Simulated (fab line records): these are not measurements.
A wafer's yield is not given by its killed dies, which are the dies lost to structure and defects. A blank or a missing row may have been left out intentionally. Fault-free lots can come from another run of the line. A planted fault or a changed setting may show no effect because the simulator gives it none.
Matching of chambers / flow gf180mcu / rie-si-01 running GF_POLY_GATE_ETCH_13: 4 sister chambers
The step etches poly-Si in HBr/Cl2, stops on SiO2, target depth 198.5 nm, time 69.6 s. 22 wafers are shown with their chamber, then 11 later ones without.

EACH WAFER AND ITS CHAMBER
wafer=L970.2; chamber=1; drypump-motor-current-A (A)=4.9; oes-product-au (a.u.)=0.991; rf-fwd-power-W (W)=395.6
wafer=L970.5; chamber=2; drypump-motor-current-A (A)=5.6; oes-product-au (a.u.)=0.999; rf-fwd-power-W (W)=395.7
wafer=L970.6; chamber=3; drypump-motor-current-A (A)=6.6; oes-product-au (a.u.)=0.982; rf-fwd-power-W (W)=396.6
wafer=L973.1; chamber=0; drypump-motor-current-A (A)=6.0; oes-product-au (a.u.)=1.000; rf-fwd-power-W (W)=397.4
wafer=L973.5; chamber=1; drypump-motor-current-A (A)=4.9; oes-product-au (a.u.)=1.010; rf-fwd-power-W (W)=398.5
wafer=L973.6; chamber=0; drypump-motor-current-A (A)=6.0; oes-product-au (a.u.)=0.998; rf-fwd-power-W (W)=397.4
wafer=L981.4; chamber=1; drypump-motor-current-A (A)=4.9; oes-product-au (a.u.)=0.991; rf-fwd-power-W (W)=398.4
wafer=L981.5; chamber=3; drypump-motor-current-A (A)=6.6; oes-product-au (a.u.)=0.999; rf-fwd-power-W (W)=398.3
wafer=L981.6; chamber=0; drypump-motor-current-A (A)=6.0; oes-product-au (a.u.)=0.989; rf-fwd-power-W (W)=396.5
wafer=L982.1; chamber=1; drypump-motor-current-A (A)=4.9; oes-product-au (a.u.)=1.005; rf-fwd-power-W (W)=397.3
wafer=L982.3; chamber=0; drypump-motor-current-A (A)=6.0; oes-product-au (a.u.)=0.990; rf-fwd-power-W (W)=398.2
wafer=L982.5; chamber=1; drypump-motor-current-A (A)=4.9; oes-product-au (a.u.)=0.997; rf-fwd-power-W (W)=397.1
wafer=L983.2; chamber=3; drypump-motor-current-A (A)=6.6; oes-product-au (a.u.)=0.984; rf-fwd-power-W (W)=397.1
wafer=L983.5; chamber=3; drypump-motor-current-A (A)=6.6; oes-product-au (a.u.)=0.989; rf-fwd-power-W (W)=397.8
wafer=L983.6; chamber=0; drypump-motor-current-A (A)=6.0; oes-product-au (a.u.)=0.986; rf-fwd-power-W (W)=394.5
wafer=L986.1; chamber=2; drypump-motor-current-A (A)=5.6; oes-product-au (a.u.)=0.990; rf-fwd-power-W (W)=398.1
wafer=L986.3; chamber=3; drypump-motor-current-A (A)=6.6; oes-product-au (a.u.)=0.976; rf-fwd-power-W (W)=396.8
wafer=L986.6; chamber=3; drypump-motor-current-A (A)=6.6; oes-product-au (a.u.)=1.000; rf-fwd-power-W (W)=397.3
wafer=L989.1; chamber=0; drypump-motor-current-A (A)=6.0; oes-product-au (a.u.)=0.980; rf-fwd-power-W (W)=398.0
wafer=L989.3; chamber=2; drypump-motor-current-A (A)=5.5; oes-product-au (a.u.)=0.993; rf-fwd-power-W (W)=395.7
wafer=L989.4; chamber=0; drypump-motor-current-A (A)=6.0; oes-product-au (a.u.)=0.991; rf-fwd-power-W (W)=396.9
wafer=L990.2; chamber=0; drypump-motor-current-A (A)=6.1; oes-product-au (a.u.)=0.997; rf-fwd-power-W (W)=395.5

SIGNATURES (means of the wafers above)
reading=drypump-motor-current-A; chamber 0=6.013; chamber 1=4.900; chamber 2=5.567; chamber 3=6.600; scatter within a chamber=0.0293
reading=oes-product-au; chamber 0=0.99138; chamber 1=0.99880; chamber 2=0.99400; chamber 3=0.98833; scatter within a chamber=0.00785
reading=rf-fwd-power-W; chamber 0=396.800; chamber 1=397.380; chamber 2=396.500; chamber 3=397.317; scatter within a chamber=1.12
Rule: for a wafer and a chamber, the distance is found by dividing, reading by reading, the gap between the wafer's reading and the chamber's mean by the reading's scatter, squaring, summing and taking the root. If the next closest chamber is less than 2 further off than the closest, the wafer can't be placed; otherwise it belongs to the closest. The scatter: the root of (the sum of the squares of (reading less its chamber's mean) over the shown wafers, divided by (wafers less chambers)).

WAFERS MISSING THEIR CHAMBER
wafer=L990.3; drypump-motor-current-A (A)=4.9; oes-product-au (a.u.)=0.989; rf-fwd-power-W (W)=396.9
wafer=L990.6; drypump-motor-current-A (A)=6.0; oes-product-au (a.u.)=0.994; rf-fwd-power-W (W)=398.7
wafer=L991.2; drypump-motor-current-A (A)=4.9; oes-product-au (a.u.)=0.996; rf-fwd-power-W (W)=396.5
wafer=L991.4; drypump-motor-current-A (A)=6.0; oes-product-au (a.u.)=0.979; rf-fwd-power-W (W)=396.8
wafer=L991.5; drypump-motor-current-A (A)=4.9; oes-product-au (a.u.)=0.993; rf-fwd-power-W (W)=396.5
wafer=L992.1; drypump-motor-current-A (A)=6.0; oes-product-au (a.u.)=0.988; rf-fwd-power-W (W)=397.3
wafer=L992.4; drypump-motor-current-A (A)=6.0; oes-product-au (a.u.)=0.977; rf-fwd-power-W (W)=396.4
wafer=L992.5; drypump-motor-current-A (A)=5.6; oes-product-au (a.u.)=0.991; rf-fwd-power-W (W)=395.5
wafer=L993.3; drypump-motor-current-A (A)=5.6; oes-product-au (a.u.)=0.991; rf-fwd-power-W (W)=394.4
wafer=L993.4; drypump-motor-current-A (A)=5.6; oes-product-au (a.u.)=0.992; rf-fwd-power-W (W)=396.0
wafer=L993.6; drypump-motor-current-A (A)=4.9; oes-product-au (a.u.)=0.997; rf-fwd-power-W (W)=398.6

CHAMBER TAKEN BY EACH
wafer=L990.3; from the rows above=1; in truth=1
wafer=L990.6; from the rows above=0; in truth=0
wafer=L991.2; from the rows above=1; in truth=1
wafer=L991.4; from the rows above=0; in truth=0
wafer=L991.5; from the rows above=1; in truth=1
wafer=L992.1; from the rows above=0; in truth=0
wafer=L992.4; from the rows above=0; in truth=0
wafer=L992.5; from the rows above=2; in truth=2
wafer=L993.3; from the rows above=2; in truth=2
wafer=L993.4; from the rows above=2; in truth=2
wafer=L993.6; from the rows above=1; in truth=1
11 of 11 placed correctly. Not placeable from these rows: 0. 0 placed wrongly.
